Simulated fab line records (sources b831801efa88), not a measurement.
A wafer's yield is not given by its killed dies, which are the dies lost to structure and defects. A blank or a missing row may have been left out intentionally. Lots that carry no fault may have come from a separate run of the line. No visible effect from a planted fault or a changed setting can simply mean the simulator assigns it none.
fab line records	flow gf180mcu
[record] lots = 5	wafers = 15	last-day = 34
route steps=602 shown V5@559 TOP_METAL@567
lots that met no fault: taken from a fault-free run of the same line
start-h: hours from the record's opening day to when the first of the lot's shown wafers began	wait-h: time in hours since the lot's previous step	" repeats the value in the row above	L1.1+2: a row that stands for several wafers	- no value, or no start given	* or withheld: withheld	< > ~ a bound
route shown NAME@n: names a module that has steps shown in the file, with the first one's number in the route	usual: mean and standard deviation over wafers with no fault	same: alike in all rows	chamber/n: place in a boat	sites: each site's reading	_std_site: standard deviation across them	_edge_site: the outer-site mean with the inner-site mean subtracted	radius-mm: how far each site lies from the wafer's centre	mask NAME#n: copy n	behind: the tool/chamber that last shaped the wafer	hold: why the lot went on hold/how many hours it stayed there/how the hold came to an end	device: whichever transistor did not switch (one of n, p or np)	end of line: tests of these same wafers at the route's end	for a step that has no rows: nothing shown but its recipe	killed: the dies lost at the first sort to structure and to defects; this is not the yield of the wafer	map: dies across one wafer; x = killed, . = not, _ = none there
set.NAME: the setting the step ran with; set.NAME@STEP: the setting that earlier step ran with	model.NAME: the simulator's own value behind a step, which no gauge read
certain route steps with their lots: each step a table, each wafer a row
services: from which hour (start-h, from the record's first day; less than 0 if before it) a tool's chamber was out of use, for how many hours, and why
[[steps]]
[step GF_V5_STRIP_19]
[recipe] chemistry = post-etch-residue-remover	time-s = 1200	temp-c = 72.5
[same] time-s = 1200
lot.wafer	tool	chamber	start-h	wait-h
L074.2+3+6	wet-bench-04	0	636.69	0.1
L090.2+4+5	wet-bench-03	1	743.38	0.1
L092.1+2+5	wet-bench-02	2	756.33	0.1
L096.1+2+5	wet-bench-02	2	777.53	0.1
L097.3+5+6	wet-bench-04	3	780.93	0.0
[step GF_V5_CLEAN_20]
[recipe] chemistry = DIW	dry = n2-spin
lot.wafer	tool	chamber	start-h	wait-h
L074.2+3+6	wet-bench-02	3	637.06	0.0
L090.2+4+5	wet-bench-02	3	743.72	0.0
L092.1+2+5	wet-bench-03	1	756.70	0.0
L096.1+2+5	wet-bench-02	0	777.91	0.0
L097.3+5+6	wet-bench-03	2	781.74	0.0
[step GF_V5_SPUTTER_21]
[recipe] material = Ti	target-thk-nm = 15	chamber-pressure-pa = 5	power-w = 2500	substrate-temp-c = 200	time-s = 80.02
[usual] throttle-valve-pct = 29.8/0.95
[same] time-s = 80.02
lot.wafer	tool	chamber	start-h	wait-h	throttle-valve-pct
L074.2	pvd-sputter-02	-	637.15	0.0	28.7
L074.3	"	-	"	"	30.5
L074.6	"	-	"	"	28.4
L090.2	pvd-sputter-03	-	743.81	0.0	30.5
L090.4	"	-	"	"	32.0
L090.5	"	-	"	"	30.6
L092.1	pvd-sputter-01	-	756.79	0.0	29.5
L092.2	"	-	"	"	29.1
L092.5	"	-	"	"	31.1
L096.1	pvd-sputter-02	-	778.01	0.0	28.4
L096.2	"	-	"	"	30.4
L096.5	"	-	"	"	28.5
L097.3	pvd-sputter-03	-	781.83	0.0	29.6
L097.5	"	-	"	"	29.5
L097.6	"	-	"	"	29.5
[step GF_V5_SPUTTER_22]
[recipe] material = TiN	target-thk-nm = 10	chamber-pressure-pa = 5	power-w = 4000	time-s = 40
[usual] throttle-valve-pct = 29.8/0.96
[same] time-s = 40
lot.wafer	tool	chamber	start-h	wait-h	throttle-valve-pct
L074.2	pvd-sputter-02	-	637.21	0.0	28.6
L074.3	"	-	"	"	30.7
L074.6	"	-	"	"	28.5
L090.2	pvd-sputter-03	-	743.87	0.0	30.2
L090.4	"	-	"	"	31.8
L090.5	"	-	"	"	30.2
L092.1	pvd-sputter-01	-	756.86	0.0	29.5
L092.2	"	-	"	"	29.1
L092.5	"	-	"	"	31.1
L096.1	pvd-sputter-02	-	778.07	0.0	28.4
L096.2	"	-	"	"	30.4
L096.5	"	-	"	"	28.6
L097.3	pvd-sputter-03	-	781.90	0.0	29.3
L097.5	"	-	"	"	29.7
L097.6	"	-	"	"	29.7
[step GF_V5_CVD_23]
[recipe] material = W	target-thk-nm = 350	time-s = 104.9	temp-c = 400	pressure-torr = 40
[usual] chamber-pressure-Torr = 40.01/0.078	heater-power-w = 876/100
[same] time-s = 104.9
lot.wafer	tool	chamber	start-h	wait-h	chamber-pressure-Torr	heater-power-w
L074.2	cvd-w-02	1	637.25	0.0	39.95	813
L074.3	"	0	"	"	40.03	841
L074.6	"	0	"	"	40.04	877
L090.2	cvd-w-01	0	743.91	0.0	40.00	765
L090.4	"	0	"	"	40.00	771
L090.5	"	1	"	"	40.05	1002
L092.1	cvd-w-01	1	756.89	0.0	40.13	1026
L092.2	"	0	"	"	39.93	767
L092.5	"	0	"	"	39.99	807
L096.1	cvd-w-02	0	778.11	0.0	40.10	870
L096.2	"	1	"	"	40.12	804
L096.5	"	1	"	"	39.93	814
L097.3	cvd-w-01	1	781.97	0.1	39.94	1012
L097.5	"	0	"	"	40.05	780
L097.6	"	1	"	"	39.90	1003
[step GF_V5_RS_MEAS_24]
[recipe] thk-meas-gauge = four-point-probe	reads = W_of_V5_CVD_23+TiN_of_V5_SPUTTER_22+Ti_of_V5_SPUTTER_21
[usual] V5_W_RS = 0.328/0.0039
lot.wafer	tool	chamber	start-h	wait-h	V5_W_RS[ohm/sq]
L074.2	film-metro-03	-	637.38	0.1	0.326
L074.3	"	-	"	"	0.325
L074.6	"	-	"	"	0.324
L090.2	film-metro-01	-	744.05	0.1	0.329
L090.4	"	-	"	"	0.326
L090.5	"	-	"	"	0.323
L092.1	film-metro-01	-	757.01	0.1	0.321
L092.2	"	-	"	"	0.324
L092.5	"	-	"	"	0.323
L096.1	film-metro-03	-	778.22	0.1	0.329
L096.2	"	-	"	"	0.324
L096.5	"	-	"	"	0.325
L097.3	film-metro-04	-	782.09	0.1	0.322
L097.5	"	-	"	"	0.327
L097.6	"	-	"	"	0.322
[step GF_V5_THK_MEAS_25]
[recipe] thk-meas-gauge = xrf	reads = W_of_V5_CVD_23
[usual] V5_W_THK = 336/5
lot.wafer	tool	chamber	start-h	wait-h	V5_W_THK[nm]
L074.2	film-metro-03	-	637.49	0.1	341
L074.3	"	-	"	"	343
L074.6	"	-	"	"	343
L090.2	film-metro-01	-	744.16	0.1	337
L090.4	"	-	"	"	338
L090.5	"	-	"	"	340
L092.1	film-metro-01	-	757.13	0.1	345
L092.2	"	-	"	"	339
L092.5	"	-	"	"	340
L096.1	film-metro-03	-	778.34	0.1	338
L096.2	"	-	"	"	340
L096.5	"	-	"	"	338
L097.3	film-metro-04	-	782.19	0.1	338
L097.5	"	-	"	"	333
L097.6	"	-	"	"	335
[step GF_V5_CMP_26]
[recipe] stop-on = SiO2	down-force-psi = 3.5	platen-rpm = 60	t-overpolish-s = 15	target-thk-nm = 0	pad-velocity-m-s = 0.94248
[usual] motor-current-A = 11.4/0.79	overpolish-run-s = 15.002/0.0086	platen-rpm = 60.00/0.047	time-to-endpoint-s = 83.3/2.7
[same] t-overpolish-s = 15
lot.wafer	tool	chamber	start-h	wait-h	motor-current-A	overpolish-run-s	platen-rpm	time-to-endpoint-s
L074.3	cmp-02	2	637.64	0.1	11.4	14.984	60.04	79.9
L074.2	"	3	"	"	11.5	14.994	60.02	84.1
L074.6	"	1	"	"	12.8	15.009	60.00	86.1
L090.2	cmp-01	2	744.45	0.3	12.2	15.014	60.02	81.1
L090.4	"	0	"	"	10.1	14.991	60.05	85.8
L090.5	"	2	"	"	12.3	15.004	60.04	83.0
L092.2	cmp-01	3	757.19	0.0	11.3	15.004	60.07	79.7
L092.1	"	2	"	"	13.0	14.984	59.97	84.0
L092.5	"	3	"	"	10.5	14.985	60.08	80.9
L096.2	cmp-02	2	778.45	0.1	11.5	15.001	60.02	83.2
L096.1	"	3	"	"	10.6	14.998	59.95	86.8
L096.5	"	1	"	"	12.3	14.996	60.05	85.7
L097.3	cmp-01	3	782.38	0.2	11.1	15.006	59.97	83.4
L097.5	"	0	"	"	9.5	15.012	59.87	84.9
L097.6	"	1	"	"	11.2	15.001	59.96	90.4
[step GF_TOP_METAL_SPUTTER_00]
[recipe] material = Ti	target-thk-nm = 37.5	arriving-ion-energy-ev = 80	substrate-temp-c = 200	chamber-pressure-pa = 2	power-w = 4000	time-s = 150
[usual] throttle-valve-pct = 30.1/1.2
[same] time-s = 150
lot.wafer	tool	chamber	start-h	wait-h	throttle-valve-pct
L074.2	pvd-sputter-03	-	637.84	0.1	29.4
L074.3	"	-	"	"	29.5
L074.6	"	-	"	"	29.6
L090.2	pvd-sputter-04	-	744.75	0.2	31.9
L090.4	"	-	"	"	30.4
L090.5	"	-	"	"	32.0
L092.1	pvd-sputter-02	-	757.49	0.1	28.3
L092.2	"	-	"	"	30.6
L092.5	"	-	"	"	30.8
L096.1	pvd-sputter-02	-	778.70	0.1	30.4
L096.2	"	-	"	"	31.1
L096.5	"	-	"	"	30.3
L097.3	pvd-sputter-02	-	782.53	0.1	30.3
L097.5	"	-	"	"	30.4
L097.6	"	-	"	"	31.0
[step GF_TOP_METAL_SPUTTER_01]
[recipe] material = TiN	target-thk-nm = 30	power-w = 6500	time-s = 25	chamber-pressure-pa = 0.4
[usual] throttle-valve-pct = 30.1/1.1
[same] time-s = 25
lot.wafer	tool	chamber	start-h	wait-h	throttle-valve-pct
L074.2	pvd-sputter-03	-	637.94	0.1	29.6
L074.3	"	-	"	"	29.6
L074.6	"	-	"	"	29.4
L090.2	pvd-sputter-04	-	744.85	0.1	32.2
L090.4	"	-	"	"	30.7
L090.5	"	-	"	"	31.8
L092.1	pvd-sputter-02	-	757.59	0.1	28.4
L092.2	"	-	"	"	30.3
L092.5	"	-	"	"	30.7
L096.1	pvd-sputter-02	-	778.80	0.1	30.6
L096.2	"	-	"	"	30.9
L096.5	"	-	"	"	30.4
L097.3	pvd-sputter-02	-	782.63	0.1	30.1
L097.5	"	-	"	"	30.1
L097.6	"	-	"	"	30.7
[step GF_TOP_METAL_SPUTTER_02]
[recipe] material = AlCu	target-thk-nm = 900	power-w = 10600	chamber-pressure-pa = 0.3	substrate-temp-c = 250	gas = Ar	time-s = 47.82
[usual] throttle-valve-pct = 30.1/1.2
[same] time-s = 47.82
lot.wafer	tool	chamber	start-h	wait-h	throttle-valve-pct
L074.2	pvd-sputter-03	-	637.97	0.0	29.8
L074.3	"	-	"	"	29.8
L074.6	"	-	"	"	29.6
L090.2	pvd-sputter-04	-	744.88	0.0	31.9
L090.4	"	-	"	"	30.6
L090.5	"	-	"	"	31.9
L092.1	pvd-sputter-02	-	757.62	0.0	28.4
L092.2	"	-	"	"	30.4
L092.5	"	-	"	"	30.7
L096.1	pvd-sputter-02	-	778.83	0.0	30.2
L096.2	"	-	"	"	30.5
L096.5	"	-	"	"	30.2
L097.3	pvd-sputter-02	-	782.66	0.0	30.3
L097.5	"	-	"	"	30.2
L097.6	"	-	"	"	30.7
[step GF_TOP_METAL_SPUTTER_03]
[recipe] material = Ti	target-thk-nm = 5	substrate-temp-c = 300	chamber-pressure-pa = 0.3	power-w = 3000	time-s = 3.3
[usual] throttle-valve-pct = 30.1/1.2
[same] time-s = 3.3
lot.wafer	tool	chamber	start-h	wait-h	throttle-valve-pct
L074.2	pvd-sputter-03	-	638.02	0.0	29.5
L074.3	"	-	"	"	29.8
L074.6	"	-	"	"	29.6
L090.2	pvd-sputter-04	-	744.93	0.0	31.7
L090.4	"	-	"	"	30.4
L090.5	"	-	"	"	31.8
L092.1	pvd-sputter-02	-	757.66	0.0	28.4
L092.2	"	-	"	"	30.2
L092.5	"	-	"	"	30.7
L096.1	pvd-sputter-02	-	778.87	0.0	30.4
L096.2	"	-	"	"	30.9
L096.5	"	-	"	"	30.4
L097.3	pvd-sputter-02	-	782.70	0.0	30.3
L097.5	"	-	"	"	30.2
L097.6	"	-	"	"	31.1
[step GF_TOP_METAL_SPUTTER_04]
[recipe] material = TiN	target-thk-nm = 25	power-w = 6500	time-s = 20.8	chamber-pressure-pa = 0.4
[usual] throttle-valve-pct = 30.1/1.2
[same] time-s = 20.8
lot.wafer	tool	chamber	start-h	wait-h	throttle-valve-pct
L074.2	pvd-sputter-03	-	638.04	0.0	29.6
L074.3	"	-	"	"	29.7
L074.6	"	-	"	"	29.4
L090.2	pvd-sputter-04	-	744.95	0.0	31.8
L090.4	"	-	"	"	30.4
L090.5	"	-	"	"	31.8
L092.1	pvd-sputter-02	-	757.68	0.0	28.6
L092.2	"	-	"	"	30.2
L092.5	"	-	"	"	30.8
L096.1	pvd-sputter-02	-	778.89	0.0	30.3
L096.2	"	-	"	"	30.9
L096.5	"	-	"	"	30.3
L097.3	pvd-sputter-02	-	782.72	0.0	30.5
L097.5	"	-	"	"	30.5
L097.6	"	-	"	"	30.8
[step GF_TOP_METAL_RS_MEAS_05]
[recipe] thk-meas-gauge = four-point-probe	reads = TiN_of_TOP_METAL_SPUTTER_04+Ti_of_TOP_METAL_SPUTTER_03+AlCu_of_TOP_METAL_SPUTTER_02+TiN_of_TOP_METAL_SPUTTER_01+Ti_of_TOP_METAL_SPUTTER_00
[usual] TOP_METAL_ALCU_RS = 0.0326/0.00034
lot.wafer	tool	chamber	start-h	wait-h	TOP_METAL_ALCU_RS[ohm/sq]
L074.2	film-metro-03	-	638.08	0.0	0.0331
L074.3	"	-	"	"	0.0327
L074.6	"	-	"	"	0.0327
L090.2	film-metro-02	-	744.99	0.0	0.0327
L090.4	"	-	"	"	0.0326
L090.5	"	-	"	"	0.0330
L092.1	film-metro-04	-	757.71	0.0	0.0326
L092.2	"	-	"	"	0.0325
L092.5	"	-	"	"	0.0331
L096.1	film-metro-03	-	778.92	0.0	0.0321
L096.2	"	-	"	"	0.0326
L096.5	"	-	"	"	0.0323
L097.3	film-metro-03	-	782.79	0.1	0.0327
L097.5	"	-	"	"	0.0330
L097.6	"	-	"	"	0.0331
[step GF_TOP_METAL_THK_MEAS_06]
[recipe] thk-meas-gauge = xrf	reads = AlCu_of_TOP_METAL_SPUTTER_02
[usual] TOP_METAL_ALCU_THK = 910/10
lot.wafer	tool	chamber	start-h	wait-h	TOP_METAL_ALCU_THK[nm]
L074.2	film-metro-03	-	638.19	0.1	898
L074.3	"	-	"	"	912
L074.6	"	-	"	"	914
L090.2	film-metro-02	-	745.10	0.1	907
L090.4	"	-	"	"	906
L090.5	"	-	"	"	902
L092.1	film-metro-04	-	757.83	0.1	908
L092.2	"	-	"	"	913
L092.5	"	-	"	"	897
L096.1	film-metro-03	-	779.04	0.1	923
L096.2	"	-	"	"	910
L096.5	"	-	"	"	925
L097.3	film-metro-03	-	782.89	0.1	903
L097.5	"	-	"	"	899
L097.6	"	-	"	"	894
[step GF_TOP_METAL_DEHYDRATE_07]
[recipe] temp-c = 200	time-s = 60
[usual] chill-plate-temp-C = 22.98/0.1
[same] time-s = 60
lot.wafer	tool	chamber	start-h	wait-h	chill-plate-temp-C
L074.2	litho-track-03	0	647.82	9.6	23.17
L074.3	"	0	"	"	22.95
L074.6	"	0	"	"	22.93
L090.2	litho-track-02	0	753.15	8.0	22.96
L090.4	"	0	"	"	22.97
L090.5	"	0	"	"	22.92
L092.1	litho-track-04	0	765.39	7.6	23.04
L092.2	"	0	"	"	22.91
L092.5	"	0	"	"	22.94
L096.1	litho-track-03	0	785.74	6.7	23.07
L096.2	"	0	"	"	22.93
L096.5	"	0	"	"	22.96
L097.3	litho-track-04	0	790.34	7.4	22.82
L097.5	"	0	"	"	23.00
L097.6	"	0	"	"	22.83
[step GF_TOP_METAL_HMDS_08]
[recipe] prime-time-s = 60	prime-temp-c = 120
[usual] chill-plate-temp-C = 22.98/0.091
lot.wafer	tool	chamber	start-h	wait-h	chill-plate-temp-C
L074.2	litho-track-03	0	647.97	0.1	22.88
L074.3	"	0	"	"	22.95
L074.6	"	0	"	"	23.09
L090.2	litho-track-02	0	753.30	0.1	22.92
L090.4	"	0	"	"	22.81
L090.5	"	0	"	"	22.99
L092.1	litho-track-04	0	765.54	0.1	22.91
L092.2	"	0	"	"	23.01
L092.5	"	0	"	"	23.03
L096.1	litho-track-03	0	785.89	0.1	22.95
L096.2	"	0	"	"	22.91
L096.5	"	0	"	"	22.82
L097.3	litho-track-04	0	790.49	0.1	22.96
L097.5	"	0	"	"	22.91
L097.6	"	0	"	"	23.11
[step GF_TOP_METAL_COAT_09]
[recipe] resist = NOVOLAK	spin-rpm = 3000	resist-thk-nm = 1500
[usual] chill-plate-temp-C = 22.99/0.11
lot.wafer	tool	chamber	start-h	wait-h	chill-plate-temp-C
L074.2	litho-track-03	0	648.12	0.1	22.91
L074.3	"	0	"	"	22.98
L074.6	"	0	"	"	22.84
L090.2	litho-track-02	0	753.45	0.1	23.19
L090.4	"	0	"	"	23.08
L090.5	"	0	"	"	23.18
L092.1	litho-track-04	0	765.69	0.1	22.98
L092.2	"	0	"	"	23.11
L092.5	"	0	"	"	22.83
L096.1	litho-track-03	0	786.04	0.1	22.83
L096.2	"	0	"	"	23.05
L096.5	"	0	"	"	22.90
L097.3	litho-track-04	0	790.64	0.1	22.95
L097.5	"	0	"	"	22.89
L097.6	"	0	"	"	23.01
[step GF_TOP_METAL_SOFTBAKE_10]
[recipe] temp-c = 90	time-s = 60	resist = NOVOLAK
[usual] chill-plate-temp-C = 23.00/0.1
[same] time-s = 60
lot.wafer	tool	chamber	start-h	wait-h	chill-plate-temp-C
L074.2	litho-track-03	0	648.27	0.1	22.95
L074.3	"	0	"	"	23.14
L074.6	"	0	"	"	23.10
L090.2	litho-track-02	0	753.60	0.1	22.97
L090.4	"	0	"	"	22.99
L090.5	"	0	"	"	22.90
L092.1	litho-track-04	0	765.84	0.1	22.85
L092.2	"	0	"	"	23.03
L092.5	"	0	"	"	22.97
L096.1	litho-track-03	0	786.19	0.1	22.95
L096.2	"	0	"	"	22.87
L096.5	"	0	"	"	23.01
L097.3	litho-track-04	0	790.79	0.1	22.96
L097.5	"	0	"	"	22.99
L097.6	"	0	"	"	23.05
[step GF_TOP_METAL_EXPOSE_11]
[recipe] mask-id = MetalTop	target-cd-nm = 440	na = 0.6	source-shape = conventional	sigma-outer = 0.6	dose-mj = 170
lot.wafer	tool	chamber	start-h	wait-h	mask
L074.2+3+6	iline-stepper-01	0	-	-	MetalTop#0
L090.2+4+5	iline-stepper-01	0	-	-	MetalTop#0
L092.1+2+5	iline-stepper-01	0	-	-	MetalTop#0
L096.1+2+5	iline-stepper-02	0	-	-	MetalTop#0
L097.3+5+6	iline-stepper-01	0	-	-	MetalTop#0
[step GF_TOP_METAL_PEB_12]
[recipe] temp-c = withheld	time-s = *	resist = NOVOLAK
[usual] chill-plate-temp-C = *
[same] time-s = *
lot.wafer	tool	chamber	start-h	wait-h	chill-plate-temp-C
L074.2	litho-track-04	0	-	-	*
L074.3	"	0	"	"	*
L074.6	"	0	"	"	*
L090.2	litho-track-02	0	-	-	*
L090.4	"	0	"	"	*
L090.5	"	0	"	"	*
L092.1	litho-track-02	0	-	-	*
L092.2	"	0	"	"	*
L092.5	"	0	"	"	*
L096.1	litho-track-02	0	-	-	*
L096.2	"	0	"	"	*
L096.5	"	0	"	"	*
L097.3	litho-track-03	0	-	-	*
L097.5	"	0	"	"	*
L097.6	"	0	"	"	*
[step GF_TOP_METAL_DEVELOP_13]
[recipe] develop-time-s = 60	dev-temp-c = 23
[usual] chill-plate-temp-C = 22.99/0.11
lot.wafer	tool	chamber	start-h	wait-h	chill-plate-temp-C
L074.2	litho-track-04	0	657.57	0.1	22.76
L074.3	"	0	"	"	22.66
L074.6	"	0	"	"	22.89
L090.2	litho-track-02	0	761.15	0.1	22.89
L090.4	"	0	"	"	22.80
L090.5	"	0	"	"	23.00
L092.1	litho-track-02	0	773.62	0.1	23.15
L092.2	"	0	"	"	23.13
L092.5	"	0	"	"	23.03
L096.1	litho-track-02	0	793.72	0.1	22.85
L096.2	"	0	"	"	22.85
L096.5	"	0	"	"	22.98
L097.3	litho-track-03	0	797.84	0.1	22.94
L097.5	"	0	"	"	22.86
L097.6	"	0	"	"	23.00
[[services]]
tool	chamber	start-h	hours	kind
iline-stepper-02	-	613.54	1.7	pm
iline-stepper-02	-	616.68	1.0	repair
cvd-w-02	1	638.48	17.1	repair
pvd-sputter-02	3	639.08	-	consumable-replace:kit
pvd-sputter-02	3	639.08	18.0	scheduled-down
pvd-sputter-01	-	651.45	4.4	repair
cmp-02	-	669.64	0.9	repair
cmp-02	-	678.99	2.3	repair
cmp-02	-	690.40	1.0	repair
iline-stepper-01	-	708.29	1.7	pm
pvd-sputter-04	-	712.88	0.8	repair
wet-bench-03	-	717.21	2.4	repair
iline-stepper-01	-	723.24	5.3	repair
cmp-02	-	744.00	4.0	pm
cvd-w-02	-	748.26	0.7	repair
cmp-02	-	748.52	7.3	pm
pvd-sputter-03	-	749.16	29.7	repair
cvd-w-01	-	764.95	2.8	pm
pvd-sputter-02	-	766.58	2.1	repair
cvd-w-02	-	769.22	0.5	repair
wet-bench-02	-	774.00	2.5	repair
cmp-02	-	782.23	8.4	pm
cmp-02	-	792.75	6.4	repair
cmp-02	-	793.63	0.7	repair
[[key]]
fault none
